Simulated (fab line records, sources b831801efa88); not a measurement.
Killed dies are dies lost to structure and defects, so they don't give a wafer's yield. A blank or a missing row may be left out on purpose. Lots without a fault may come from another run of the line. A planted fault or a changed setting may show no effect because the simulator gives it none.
One fault seen from 2 desks | flow gf180mcu | each desk has only its own numbers; what lay behind them comes last

THE TOOL OWNER'S DESK: hdpcvd-02
The tool's own readings at GF_STI_CVD_23 (deposits SiO2, target thk 650 nm, time 108.3 s): means of the sampled wafers that have a number, for each lot that ran on this tool. A lot is out of limits, marked OUT, if its mean lies more than 4 standard deviations from the usual mean; the brackets give that distance.
Columns: A = pressure_mtorr at GF_STI_CVD_23, usual 6.002 mTorr
lot  | first seen here | A
L560 | day 2 13:34     | 6.003
L561 | day 2 18:43     | 6.004
L565 | day 3 16:08     | 5.995
L568 | day 4 07:22     | 6.012
L569 | day 4 12:20     | 5.998
L571 | day 4 22:12     | 6.003
This desk's finding: nothing out of limits on any of the 6 lots.

THE METROLOGY DESK
What the gauges read, lot by lot, whatever tool the lot ran on: means of the sampled wafers that have a number. A lot is out of limits, marked OUT, if its mean lies more than 4 standard deviations from the usual mean; the brackets give that distance.
Columns: A = STI_CVD_23_THK at GF_STI_THK_MEAS_24, usual 647 nm
lot  | first seen here | A
L558 | day 2 05:39     | 642
L560 | day 2 13:38     | 649
L561 | day 2 18:48     | 646
L562 | day 3 01:07     | 648
L564 | day 3 09:53     | 651
L565 | day 3 16:13     | 644
L568 | day 4 07:29     | 639
L569 | day 4 12:28     | 467 (-27) OUT
L570 | day 4 17:07     | 654
L571 | day 4 22:18     | 564 (-12) OUT
L579 | day 6 15:14     | 658
L580 | day 6 19:44     | 650
This desk's finding: out of limits on L569, L571; first on L569, day 4 12:28 (STI_CVD_23_THK at GF_STI_THK_MEAS_24). In limits: L558, L560, L561, L562, L564, L565, L568, L570, L579, L580.

PUT TOGETHER
The metrology desk could have raised an alarm at day 4 12:28, on L569, L571.
The tool owner's desk saw nothing out of limits.
The tool owner's desk has L569, L571 on record, within its limits.
Of the lots named, all ran GF_STI_CVD_23 on hdpcvd-02.

WHAT THE SIMULATOR HAD PUT IN
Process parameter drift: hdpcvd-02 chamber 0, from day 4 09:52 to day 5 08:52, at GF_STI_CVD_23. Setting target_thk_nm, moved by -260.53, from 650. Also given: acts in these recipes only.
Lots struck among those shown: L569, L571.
Hours from the fault's start to each desk's first reading out of limits: the metrology desk, 3.
